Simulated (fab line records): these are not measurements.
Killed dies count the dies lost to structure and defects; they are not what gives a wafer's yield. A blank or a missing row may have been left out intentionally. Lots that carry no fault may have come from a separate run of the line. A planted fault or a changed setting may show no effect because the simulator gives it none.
A lot that was struck, set against a sound lot | flow sky130 | 16 out of 708 route steps
Sound: the wafers L839.1, L839.2, L839.5. Wafers L844.1, L844.2, L844.6 were the ones struck. The cause is given at the end.
Per side, at each step with rows, come the tool, then ch with its chambers, and then its first start. Under that, the readings that differ: sound wafers | struck wafers | difference of the means | sigmas: that difference in standard deviations of wafers without a fault.
alike: words and numbers the same on both sides, and readings whose means are apart by under 2 such deviations; not compared: readings that were withheld, readings missing a value for some wafer, numbers with overlapping values and no deviation given by the record, and bounds like >300 which may hide the same value.
The two part at a step that has a row with sigmas, a row that says differs or no value, or rows on one side only. When numbers do not overlap yet have no deviation, they are printed without sigmas and do not part them. Lack of a reading on every wafer of one side parts them only where that side has two or more wafers.

SKY_VIA1_CMP_02: polishes SiO2.
  sound on cmp-02 ch 1,3, day 33 17:17; struck on cmp-02 ch 0,2, day 35 04:59
  alike: motor_current_A, retaining_ring_pressure_frac
SKY_VIA1_BOW_MEAS_03:
  sound on film_metro-02, day 33 17:35; struck on film_metro-02, day 35 05:17
  alike: VIA1_BOW
then, 8 steps without rows for these wafers: SKY_VIA1_DEHYDRATE_04 (time 60 s); SKY_VIA1_HMDS_05 (prime time 60 s); SKY_VIA1_COAT_06 (resist thk 60 nm); SKY_VIA1_COAT_07 (resist thk 450 nm); SKY_VIA1_SOFTBAKE_08 (time 90 s); SKY_VIA1_EXPOSE_09 (exposes mask VIM, target cd 150 nm); SKY_VIA1_PEB_10; SKY_VIA1_DEVELOP_11 (develop time 60 s).
SKY_VIA1_CD_MEAS_12 targets a cd of 150 nm.
  sound on cd_sem-02, day 34 20:02; struck on cd_sem-01, day 36 08:00
  alike: cd_nm
SKY_VIA1_OVL_MEAS_13:
  sound on overlay-01, day 34 20:09; struck on overlay-01, day 36 08:07
  alike: VIA1_OVL
SKY_VIA1_ETCH_14: etches BARC in N2/H2, stops on SiO2, time 45.9 s, target depth 60 nm.
  sound on rie_diel-04 ch 0,2,3, day 34 20:11; struck on rie_diel-04 ch 0,2,3, day 36 08:10
  no value came back on the struck wafers for any of 7 readings (bias_w (W), chamber_pressure_mTorr (mTorr) and others); on the sound wafers bias_w (W) reads 99.82 99.93 100.79
  reading                                     | sound             | struck            | difference | sigmas
  model.KrF-thick_of_VIA1_COAT_07.thk_nm (nm) | 394.3 395.6 393.4 | 434.3 434.5 434.6 | +40.0      |
  not compared: rf_hours_counter_h
SKY_VIA1_ETCH_15: etches SiO2 in C4F8/O2/Ar, stops on TiN, target depth 351 nm, time 54 s.
  sound on rie_diel-04 ch 0,2,3, day 34 20:14; struck on rie_diel-04 ch 0,2,3, day 36 08:12
  reading                                     | sound             | struck            | difference | sigmas
  oes_product_au (a.u.)                       | 0.985 0.963 0.993 | 0.380 0.377 0.372 | -0.604     | -83
  model.KrF-thick_of_VIA1_COAT_07.thk_nm (nm) | 325 327.4 323.1   | 365.7 364.9 365.4 | +40.2      |
  alike: bias_w, chamber_pressure_mTorr, rf_fwd_power_W
  not compared: rf_hours_counter_h
SKY_VIA1_STRIP_16: strips in O2/N2.
  sound on plasma_asher-01 ch 0,1, day 34 20:16; struck on plasma_asher-04 ch 0,1, day 36 08:15
  reading                      | sound             | struck            | difference | sigmas
  drypump_motor_current_A (A)  | 5.9 6.2 6.2       | 5.1 5.5 5.1       | -0.9       | -2
  oes_product_au (a.u.)        | 0.403 0.413 0.420 | 0.433 0.441 0.428 | +0.022     | +4
  strip_time_to_endpoint_s (s) | 4.492 4.509 4.458 | 4.903 4.894 4.911 | +0.416     | +15
  not compared: rf_hours_counter_h
then, 1 step without rows for these wafers: SKY_VIA1_STRIP_17 (strips in post etch residue remover, time 1200 s).

## WHERE THEY PART
Earliest at SKY_VIA1_ETCH_14; latest, in this record, at SKY_VIA1_STRIP_16.

WHY: the cause the simulator had injected
Skipped step whole: rie_diel-04, from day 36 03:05 on, at SKY_VIA1_ETCH_14. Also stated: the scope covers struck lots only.
